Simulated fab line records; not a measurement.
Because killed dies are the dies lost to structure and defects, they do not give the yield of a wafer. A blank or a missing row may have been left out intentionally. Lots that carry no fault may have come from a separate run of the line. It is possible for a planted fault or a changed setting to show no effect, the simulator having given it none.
2 desks, one fault	flow gf180mcu	only its own numbers are on each desk; what lay behind them is given at the end

## AT THE TOOL OWNER'S DESK: plasmaAsher-04
The tool's own readings at GF_M4_STRIP_17 (strips in O2/N2): means of the sampled wafers that have a number, for each lot that ran on this tool. Marked OUT: a lot whose mean sits more than 4 standard deviations from the usual mean, which makes it out of limits; the brackets give that distance.
Columns: A = chamberPressureMTorr at GF_M4_STRIP_17, usual 1499.8 mTorr; B = drypumpMotorCurrentA at GF_M4_STRIP_17, usual 5.6 A; C = heaterPowerW at GF_M4_STRIP_17, usual 335 W; D = oesProductAu at GF_M4_STRIP_17, usual 0.536 a.u.; E = stripTimeToEndpointS at GF_M4_STRIP_17, usual 7.36 s
lot	first seen here	A	B	C	D	E
L947	day 23 08:41	1500.0	5.2	354	0.533	7.31
L948	day 24 09:32	1501.1	5.3	385	0.537	7.32
L950	day 24 17:13	1499.8	5.3	382	0.536	7.44
L956	day 26 22:31	1499.3	5.2	355	0.536	7.37
L959	day 27 10:14	1500.7	5.3	387	0.536	7.40
L960	day 27 16:54	1200.4 (-99 or more) OUT	5.2	315	0.528	7.81 (+9.6) OUT
L961	day 28 01:39	1199.9 (-99 or more) OUT	5.2	354	0.531	7.82 (+9.8) OUT
L963	day 28 13:50	1199.4 (-99 or more) OUT	5.2	355	0.531	7.86 (+11) OUT
Finding of this desk: L960, L961, L963 out of limits; the first was L960 at day 27 16:54, on chamberPressureMTorr at GF_M4_STRIP_17. In limits: L947, L948, L950, L956, L959.

## METROLOGY DESK
Lot by lot, what the gauges showed, no matter which tool ran the lot: averages of those sampled wafers that carry a number. Marked OUT: a lot whose mean sits more than 4 standard deviations from the usual mean, which makes it out of limits; the brackets give that distance.
Columns: A = cdNm at GF_V3_CD_MEAS_14, usual 259.9 nm; B = M4_ALCU_RS at GF_M4_RS_MEAS_05, usual 0.0695 ohm/sq
lot	first seen here	A	B
L947	day 22 08:26	258.7	0.0688
L948	day 23 09:24	260.4	0.0696
L950	day 23 17:11	259.2	0.0706
L951	day 24 03:33	260.2	0.0693
L953	day 24 15:52	260.1	0.0697
L956	day 25 23:56	261.1	0.0697
L957	day 26 00:53	258.5	0.0693
L959	day 26 12:03	259.3	0.0683
L960	day 26 18:52	260.1	0.0708
L961	day 27 03:17	260.9	0.0681
L963	day 27 16:21	259.6	0.0698
L966	day 28 14:35	259.1	0.0694
L970	day 29 13:57	259.3	0.0698
Result from this desk: across the 13 lots, nothing is out of limits.

## TAKEN TOGETHER
The tool owner's desk had the chance to raise an alarm at day 27 16:54 on L960, L961, L963.
From the metrology desk's view, nothing was out of limits.
The metrology desk holds a record of L960, L961, L963, inside its limits.
All the named lots went through GF_M4_STRIP_17 on plasmaAsher-04.

## WHAT THE SIMULATOR HAD PUT IN
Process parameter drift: plasmaAsher-04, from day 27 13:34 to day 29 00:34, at GF_M4_STRIP_17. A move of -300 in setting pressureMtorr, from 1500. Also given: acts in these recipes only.
Lots struck among those shown: L960, L961, L963.
Each desk's first reading out of limits, in hours after the fault started: the tool owner's desk, 3.
